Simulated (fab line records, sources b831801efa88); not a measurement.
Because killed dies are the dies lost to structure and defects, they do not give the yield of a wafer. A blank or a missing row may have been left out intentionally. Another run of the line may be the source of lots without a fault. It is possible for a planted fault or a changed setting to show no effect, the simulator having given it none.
A struck lot beside a sound one + flow sky130 + 30 steps out of a route of 708
Sound: these wafers, L822.1, L822.3, L822.4. Struck: wafers L833.3, L833.4, L833.5. The cause comes at the end.
At each step with rows: each side's tool, then ch and its chambers, then its first start. Under that, the readings that differ: sound wafers + struck wafers + difference of the means + sigmas: that difference in standard deviations of wafers without a fault.
alike: readings with means less than 2 such deviations apart, plus words and numbers identical on both sides. not compared: withheld readings, readings lacking a value on some wafer, bounds such as >300 that could conceal the same value, and numbers that have no deviation in the record and whose values overlap.
The two part at a step that has a row with sigmas, a row that says differs or no value, or rows on one side only. When numbers do not overlap yet have no deviation, they are printed without sigmas and do not part them. A reading that every wafer of one side lacks parts them only if that side has two wafers or more.

first, 5 steps without rows for these wafers: SKY_SONOS_ONO_COAT_08 (resist thk 1140 nm); SKY_SONOS_ONO_SOFTBAKE_09 (time 60 s); SKY_SONOS_ONO_EXPOSE_10 (exposes mask ONOM, target cd 410 nm); SKY_SONOS_ONO_PEB_11; SKY_SONOS_ONO_DEVELOP_12 (develop time 60 s).
SKY_SONOS_ONO_CD_MEAS_13 targets a cd of 410 nm.
  sound on cd-sem-02 at day 13 18:36; struck on cd-sem-02 at day 17 23:35
  alike: cd-nm
SKY_SONOS_ONO_OVL_MEAS_14:
  sound on overlay-01 at day 13 18:43; struck on overlay-02 at day 17 23:41
  alike: SONOS_ONO_OVL
SKY_SONOS_ONO_ETCH_15: etches the open film in CHF3/O2, target depth 19.52 nm, time 7.8 s.
  sound on rie-diel-01 ch 0,1,3, day 13 18:46; struck on rie-diel-02 ch 0,1,3, day 17 23:43
  alike: bias-w, drypump-motor-current-A, oes-product-au, throttle-valve-pct
  not compared: rf-hours-counter-h
then, 1 step without rows for these wafers: SKY_SONOS_ONO_WET_ETCH_16 (etches SiO2 in dHF, target depth 14 nm, time 280 s).
SKY_SONOS_ONO_STRIP_17: strips in O2/N2.
  sound on plasma-asher-03 ch 0,1, day 13 18:52; struck on plasma-asher-03 ch 0,1, day 17 23:52
| reading                      | sound             | struck            | difference | sigmas |
|------------------------------|-------------------|-------------------|------------|--------|
| strip-time-to-endpoint-s (s) | 14.11 14.13 14.13 | 14.03 14.02 14.09 | -0.08      | -2     |
  alike: drypump-motor-current-A, oes-product-au
  not compared: rf-hours-counter-h
then, 2 steps without rows for these wafers: SKY_SONOS_ONO_WET_ETCH_18 (etches Si3N4 in H3PO4, target depth 15 nm, time 172 s); SKY_GATE_OXIDE_CLEAN_00 (cleans in SC1/SC2, time 150 s).
SKY_GATE_OXIDE_OXIDATION_01: stabilise 600 s, purge 300 s, target thk 10.268 nm.
  sound on furnace-01 ch 0, day 13 19:28; struck on furnace-01 ch 0, day 18 00:56
| reading                                           | sound            | struck            | difference | sigmas |
|---------------------------------------------------|------------------|-------------------|------------|--------|
| model.SiO2_of_GATE_OXIDE_OXIDATION_01.thk-nm (nm) | 10.84 10.9 10.76 | 6.161 5.953 6.102 | -4.761     |        |
  alike: spike-tc-centre-C, spike-tc-lower-C, spike-tc-upper-C
SKY_GATE_OXIDE_THK_MEAS_02:
  sound on film-metro-03 at day 13 20:52; struck on film-metro-01 at day 18 02:22
| reading                          | sound             | struck         | difference | sigmas |
|----------------------------------|-------------------|----------------|------------|--------|
| GATE_OXIDE_OXIDATION_00_THK (nm) | 10.87 10.91 10.75 | 6.16 5.94 6.07 | -4.79      | -23    |
then, 7 steps without rows for these wafers: SKY_GATE_OXIDE_DEHYDRATE_03 (time 60 s); SKY_GATE_OXIDE_HMDS_04 (prime time 60 s); SKY_GATE_OXIDE_COAT_05 (resist thk 1140 nm); SKY_GATE_OXIDE_SOFTBAKE_06 (time 60 s); SKY_GATE_OXIDE_EXPOSE_07 (exposes mask LVOM, target cd 600 nm); SKY_GATE_OXIDE_PEB_08; SKY_GATE_OXIDE_DEVELOP_09 (develop time 60 s).
SKY_GATE_OXIDE_OVL_MEAS_10:
  sound on overlay-02 at day 14 22:31; struck on overlay-02 at day 19 08:14
  alike: GATE_OXIDE_OVL
then, 2 steps without rows for these wafers: SKY_GATE_OXIDE_IMPLANT_11; SKY_GATE_OXIDE_WET_ETCH_12 (etches SiO2 in dHF, target depth 16.8 nm, time 336 s).
SKY_GATE_OXIDE_STRIP_13: strips in O2/N2.
  sound on plasma-asher-02 ch 0,1, day 14 22:55; struck on plasma-asher-02 ch 0,1, day 19 08:32
  alike: drypump-motor-current-A, oes-product-au, strip-time-to-endpoint-s
  not compared: rf-hours-counter-h
SKY_GATE_OXIDE_TW_MEAS_14:
  sound on film-metro-01 at day 14 23:01; struck on film-metro-03 at day 19 08:38
  alike: GATE_OXIDE_TW
then, 1 step without rows for these wafers: SKY_GATE_OXIDE_CLEAN_15 (cleans in SC1/SC2, time 150 s).
SKY_GATE_OXIDE_OXIDATION_16: stabilise 600 s, purge 300 s, target thk 3.57 nm.
  sound on furnace-01 ch 0, day 14 23:29; struck on furnace-01 ch 0, day 19 09:30
| reading                                           | sound             | struck            | difference | sigmas |
|---------------------------------------------------|-------------------|-------------------|------------|--------|
| model.SiO2_of_GATE_OXIDE_OXIDATION_01.thk-nm (nm) | 12.24 12.31 12.16 | 7.805 7.608 7.749 | -4.516     |        |
  alike: spike-tc-centre-C, spike-tc-lower-C, spike-tc-upper-C
then, 1 step without rows for these wafers: SKY_POLY_GATE_CVD_00 (deposits poly-Si, target thk 180 nm, time 720 s).
-- a jump in the record: the struck wafers' starts before and after are 30 days apart (it breaks off in module POLY_GATE and resumes in module PAD_OPEN, where the first step shown is number 708 of the route) --
SKY_PAD_OPEN_PROBE_99:
  sound on prober-02 at day 46 22:46; struck on prober-02 at day 49 16:56
| reading                                | sound               | struck                        | difference | sigmas |
|----------------------------------------|---------------------|-------------------------------|------------|--------|
| model.etest.nfet_16v.r-on-ohm-um       | 1.406e+04 1.41e+04  | 1.226e+04 1.202e+04 1.207e+04 | -1.963e+03 |        |
| model.etest.pfet_16v.r-on-ohm-um       | 1.551e+04 1.573e+04 | 1.363e+04 1.365e+04 1.371e+04 | -1.957e+03 |        |
| model.etest.pfet-g5v0d10v5.r-on-ohm-um | 4902 4919           | 3970 3886 3863                | -1004      |        |
| model.etest.tip-sonos.rs-ohm-sq        | 2826 2850           | 2101 2041 2094                | -759       |        |
| model.etest.nfet-g5v0d10v5.r-on-ohm-um | 1932 1941           | 1550 1529 1528                | -401       |        |
| model.etest.nfet-g5v0d10v5.drive-ua-um | 584.7 582.7         | 870.9 884.6 879.7             | +294.7     |        |
| model.etest.nfet_05v0_nvt.drive-ua-um  | 558.3 553.4         | 787.9 809.1 798.2             | +242.6     |        |
| model.etest.tip-p.rs-ohm-sq            | 6949 6921           | 6739 6753 6763                | -183       |        |

== WHERE THEY PART ==
At SKY_SONOS_ONO_STRIP_17 first; at SKY_GATE_OXIDE_THK_MEAS_02 last (within this record only). Later steps at which nothing parts them and some readings are alike: SKY_GATE_OXIDE_OVL_MEAS_10, SKY_GATE_OXIDE_STRIP_13, SKY_GATE_OXIDE_TW_MEAS_14, SKY_GATE_OXIDE_OXIDATION_16.

WHY: what the simulator had put in
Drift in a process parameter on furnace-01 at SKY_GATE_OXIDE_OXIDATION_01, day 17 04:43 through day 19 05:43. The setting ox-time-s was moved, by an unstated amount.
